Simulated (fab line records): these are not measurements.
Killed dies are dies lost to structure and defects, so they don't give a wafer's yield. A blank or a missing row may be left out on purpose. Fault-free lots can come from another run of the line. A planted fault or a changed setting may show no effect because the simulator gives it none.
A struck lot beside a sound one || flow sky130 || 15 out of 708 route steps
Sound: wafers L397.4, L397.5, L397.6. Wafers L417.1, L417.5, L417.6 were the ones struck. The cause is given at the end.
For every step that has rows: the tool of each side, followed by ch and its chambers, followed by its first start. Under that, the readings that differ: sound wafers || struck wafers || difference of the means || sigmas: that difference in standard deviations of wafers without a fault.
alike: same words and numbers on both sides, and readings whose means sit less than 2 such deviations apart. not compared: any withheld reading, any reading some wafer has no value for, any bound like >300 that may hide the same value, and any number with overlapping values for which the record gives no deviation.
The two part at a step that has a row with sigmas, a row that says differs or no value, or rows on one side only. Numbers that don't overlap but have no deviation are shown without sigmas and don't part them. Lack of a reading on every wafer of one side parts them only where that side has two or more wafers.

SKY_VIA3_OVL_MEAS_13:
  sound: overlay-02 at day 37 18:21; struck: overlay-01 at day 48 02:56
  alike: VIA3_OVL
SKY_VIA3_ETCH_14: etches BARC in N2/H2, stops on SiO2, time 45.9 s, target depth 60 nm.
  sound on rieDiel-03 ch 0,1,2, day 37 18:23; struck on rieDiel-02 ch 1,2,3, day 48 02:58
  alike: drypumpMotorCurrentA, oesProductAu, throttleValvePct
  not compared: rfHoursCounterH
then, 1 step without rows for these wafers: SKY_VIA3_ETCH_15 (etches SiO2 in C4F8/O2/Ar, stops on TiN, target depth 507 nm, time 78 s).
SKY_VIA3_STRIP_16: strips in O2/N2.
  sound on plasmaAsher-01 ch 0,1, day 37 18:30; struck on plasmaAsher-02 ch 0,1, day 48 03:04
  alike: drypumpMotorCurrentA, oesProductAu, stripTimeToEndpointS
  not compared: rfHoursCounterH
then, 3 steps without rows for these wafers: SKY_VIA3_STRIP_17 (strips in post etch residue remover, time 1200 s); SKY_VIA3_CLEAN_18 (cleans in IPA, time 180 s); SKY_VIA3_CLEAN_19 (cleans in O3/DIW).
SKY_VIA3_SPUTTER_20: material TiN, target thk 20 nm, time 80 s.
  sound: pvdSputter-03 at day 37 19:04; struck: pvdSputter-03 at day 48 03:41
  alike: cathodeDcPowerW, chamberPressurePa, throttleValvePct
then, 1 step without rows for these wafers: SKY_VIA3_CVD_21 (deposits W, target thk 390 nm, time 117.31 s).
SKY_VIA3_RS_MEAS_22: a four-point-probe measurement.
  sound: filmMetro-01 at day 37 19:19; struck: filmMetro-01 at day 48 03:53
  alike: VIA3_W_RS
SKY_VIA3_THK_MEAS_23: measures by xrf.
  sound: filmMetro-01 at day 37 19:24; struck: filmMetro-01 at day 48 04:00
  alike: VIA3_W_THK
SKY_VIA3_CMP_24: polishes, stops on SiO2, t overpolish 20 s, target thk 0 nm.
  sound on cmp-01 ch 2,3, day 37 19:26; struck on cmp-02 ch 0,2,3, day 48 04:13
  alike: headPressurePsi, motorCurrentA, overpolishRunS, retainingRingPressureFrac, timeToEndpointS
SKY_METAL4_SPUTTER_00: material Ti, target thk 15 nm, time 10 s.
  sound: pvdSputter-01 at day 37 19:44; struck: pvdSputter-03 at day 48 04:22
  no value came back on the struck wafers for cathodeDcPowerW (W), chamberPressurePa (Pa), throttleValvePct (%); on the sound wafers cathodeDcPowerW (W) reads 2999.5 2999.1 2999.2
SKY_METAL4_SPUTTER_01: material TiN, target thk 20 nm, time 16.7 s.
  sound: pvdSputter-01 at day 37 19:45; struck: pvdSputter-03 at day 48 04:23
  alike: cathodeDcPowerW, chamberPressurePa, throttleValvePct
-- the record jumps here: 4 days lie between the struck wafers' starts before and after (it left off in module METAL4 and takes up again in module PAD_OPEN, whose first step shown is number 708 of the route) --
SKY_PAD_OPEN_PROBE_99:
  sound: prober-02 at day 44 09:16; struck: prober-01 at day 52 15:01
  alike: defectLimitedYield, killed_at_M0_to_M3, killed_at_M4_up, killedAtContacts, killedAtFrontEnd, killedAtOther, killedDies, killedOnRim, killedOpen, killedShort, sort_bin_3_pad_short, sort_bin_5_function, sort_bin_6_memory, sortNPass, sortYieldPct
  not compared: model.etest.via3Chain.rcOhm

WHERE THEY PART
Only at SKY_METAL4_SPUTTER_00, as far as this record shows. Later steps at which nothing parts them and some readings are alike: SKY_METAL4_SPUTTER_01, SKY_PAD_OPEN_PROBE_99.

WHY: what had been put in by the simulator
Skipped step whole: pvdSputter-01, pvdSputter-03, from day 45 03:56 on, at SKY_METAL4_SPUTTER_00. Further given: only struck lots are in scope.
